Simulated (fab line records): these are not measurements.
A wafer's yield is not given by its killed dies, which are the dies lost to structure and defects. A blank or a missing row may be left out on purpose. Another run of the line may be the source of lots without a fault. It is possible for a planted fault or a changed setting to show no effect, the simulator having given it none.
Shared-tool check | flow gf180mcu | 13 lots, 39 wafers sampled

== REASON FOR OPENING ==
Of 13 lots, 2 have the reading MVPSD_TW flagged at GF_MVPSD_TW_MEAS_11. No-fault wafers: 558, standard deviation 3.4.
Rule: flag the lot when none of its wafers has a number, or when each of its wafers that has one lies beyond 4 standard deviations from that mean. The other lots count as sound.

lot  | measured    | on            | MVPSD_TW, wafer by wafer | flag
L476 | day 5 02:54 | film metro-03 | 556 558 555              |
L477 | day 5 09:13 | film metro-04 | 557 559 560              |
L482 | day 6 12:44 | film metro-04 | 561 563 561              |
L483 | day 6 18:01 | film metro-02 | 556 558 558              |
L484 | day 7 00:32 | film metro-02 | 557 556 553              |
L485 | day 7 07:08 | film metro-04 | 557 557 554              |
L488 | day 8 02:01 | film metro-04 | 556 558 552              |
L489 | day 8 04:49 | film metro-04 | 556 558 557              |
L490 | day 8 12:25 | film metro-03 | 554 554 556              |
L491 | day 8 17:25 | film metro-04 | 560 559 560              |
L492 | day 8 21:51 | film metro-02 | 701 699 701              | FLAGGED
L493 | day 9 04:24 | film metro-02 | 697 697 700              | FLAGGED
L495 | day 9 19:18 | film metro-02 | 561 562 562              |
The mean of the flagged lots' numbers is 699, +141 from the usual (+42 standard deviations).

== WHICH TOOL EACH LOT WENT THROUGH ==
The record keeps 1 process step preceding the reading, out of 602 steps on the route. Read each cell as the tool, then ch plus the chambers that the sampled wafers visited, then the start.
lot  | flag    | GF_MVPSD_IMPLANT_09
L476 |         | implanter-02 ch 0, day 5 02:39
L477 |         | implanter-04 ch 0, day 5 08:58
L482 |         | implanter-04 ch 0, day 6 12:29
L483 |         | implanter-02 ch 0, day 6 17:46
L484 |         | implanter-02 ch 0, day 7 00:19
L485 |         | implanter-02 ch 0, day 7 06:55
L488 |         | implanter-04 ch 0, day 8 01:46
L489 |         | implanter-02 ch 0, day 8 04:34
L490 |         | implanter-04 ch 0, day 8 12:10
L491 |         | implanter-02 ch 0, day 8 17:10
L492 | FLAGGED | implanter-04 ch 0, day 8 21:36
L493 | FLAGGED | implanter-04 ch 0, day 9 04:09
L495 |         | implanter-03 ch 0, day 9 19:03
What is done by these steps:
- GF_MVPSD_IMPLANT_09
- GF_MVPSD_TW_MEAS_11

== FLAGGED AGAINST TOTAL, ONE TOOL AT A TIME (gauges that did the reading follow at the end) ==
step                | tool          | lots run | flagged | share of the flagged lots | sound lots run after its first flagged lot
GF_MVPSD_IMPLANT_09 | implanter-02  | 6        | 0       | none                      | -
GF_MVPSD_IMPLANT_09 | implanter-03  | 1        | 0       | none                      | -
GF_MVPSD_IMPLANT_09 | implanter-04  | 6        | 2       | all                       | 0
GF_MVPSD_TW_MEAS_11 | film metro-02 | 5        | 2       | all                       | 1 (L495)
GF_MVPSD_TW_MEAS_11 | film metro-03 | 2        | 0       | none                      | -
GF_MVPSD_TW_MEAS_11 | film metro-04 | 6        | 0       | none                      | -

== WHAT THE TABLE PERMITS ==
Rows of the table that ran all the flagged lots, 2 in number: implanter-04 at GF_MVPSD_IMPLANT_09; film metro-02 at GF_MVPSD_TW_MEAS_11.
- implanter-04 at GF_MVPSD_IMPLANT_09 ran 6 lots, 2 of them flagged. Last sound lot L490 at day 8 12:10, first flagged lot L492 at day 8 21:36; a fault beginning in between fits. Its own readings (dose ions cm2, faraday current uA) fall more than 4 standard deviations out on all wafers of the flagged lots.
- film metro-02 at GF_MVPSD_TW_MEAS_11 ran 5 lots, 2 of them flagged. Lots that were sound ran on it after the first flagged one (L495); a persistent fault on the entire tool would not allow that.
One tool is left: implanter-04 at GF_MVPSD_IMPLANT_09.

== WHAT HAD BEEN PUT IN BY THE SIMULATOR ==
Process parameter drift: implanter-04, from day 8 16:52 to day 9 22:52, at GF_MVPSD_IMPLANT_09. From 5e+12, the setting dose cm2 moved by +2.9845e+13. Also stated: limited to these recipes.
Lots struck among those shown: L492, L493. The same result came from the rule above.
